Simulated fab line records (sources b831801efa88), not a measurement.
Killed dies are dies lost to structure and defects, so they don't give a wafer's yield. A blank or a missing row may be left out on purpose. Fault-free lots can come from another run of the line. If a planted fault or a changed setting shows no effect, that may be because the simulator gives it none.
Chamber matching ; flow gf180mcu ; 4 sister chambers for GF_V1_ETCH_16 on rie-diel-02
The step etches BARC in N2/H2. 14 wafers are shown with their chamber, then 7 later ones without.

== EACH WAFER AND ITS CHAMBER ==
wafer;chamber;rf-fwd-power-W (W);throttle-valve-pct (%);chamber-pressure-mTorr (mTorr)
L734.3;0;491.5;13.228;30.01
L734.5;0;492.7;13.212;29.99
L734.6;3;493.7;13.243;29.97
L738.2;2;493.9;13.226;30.01
L738.4;0;494.2;13.215;29.99
L738.5;1;496.9;13.223;29.97
L741.1;0;491.3;13.213;29.98
L741.3;1;496.5;13.228;30.00
L741.4;3;492.3;13.229;29.97
L742.2;0;492.0;13.213;30.03
L742.5;2;496.1;13.233;30.05
L742.6;3;489.6;13.221;29.96
L743.1;3;493.4;13.223;30.03
L743.2;1;496.9;13.248;30.03

SIGNATURES, as means of the wafers listed above
reading;chamber 0;chamber 1;chamber 2;chamber 3;scatter within a chamber
rf-fwd-power-W;492.340;496.767;495.000;492.250;1.36
throttle-valve-pct;13.21620;13.23300;13.22950;13.22900;0.00922
chamber-pressure-mTorr;30.0000;30.0000;30.0300;29.9825;0.027
Rule: a wafer's distance from a chamber is the root of the sum, over the readings, of the square of ((its reading less the chamber's mean) divided by the reading's scatter). If the next closest chamber is less than 2 further off than the closest, the wafer can't be placed; otherwise it belongs to the closest. The scatter is the square root of a quotient: the sum, over the shown wafers, of each reading's squared deviation from its chamber's mean, divided by wafers minus chambers.

== WAFERS WHOSE CHAMBER IS MISSING ==
wafer;rf-fwd-power-W (W);throttle-valve-pct (%);chamber-pressure-mTorr (mTorr)
L743.3;491.7;13.230;29.97
L745.1;497.8;13.226;29.96
L745.2;493.3;13.223;29.95
L745.5;495.1;13.231;29.97
L752.2;494.8;13.217;29.96
L752.4;497.5;13.235;29.98
L752.6;493.5;13.233;30.01

== WHICH CHAMBER EACH WENT THROUGH ==
wafer;from the rows above;in truth
L743.3;can't be placed: 3 or 0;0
L745.1;can't be placed: 1 or 2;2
L745.2;can't be placed: 3 or 0 or 2 or 1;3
L745.5;can't be placed: 1 or 3 or 2 or 0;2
L752.2;can't be placed: 0 or 3 or 1 or 2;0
L752.4;can't be placed: 1 or 2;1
L752.6;can't be placed: 2 or 3 or 0 or 1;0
Placed correctly: 0 of 7. Not placeable from these rows: 7 (in 7, the candidates include the true chamber). Number placed wrongly: 0.
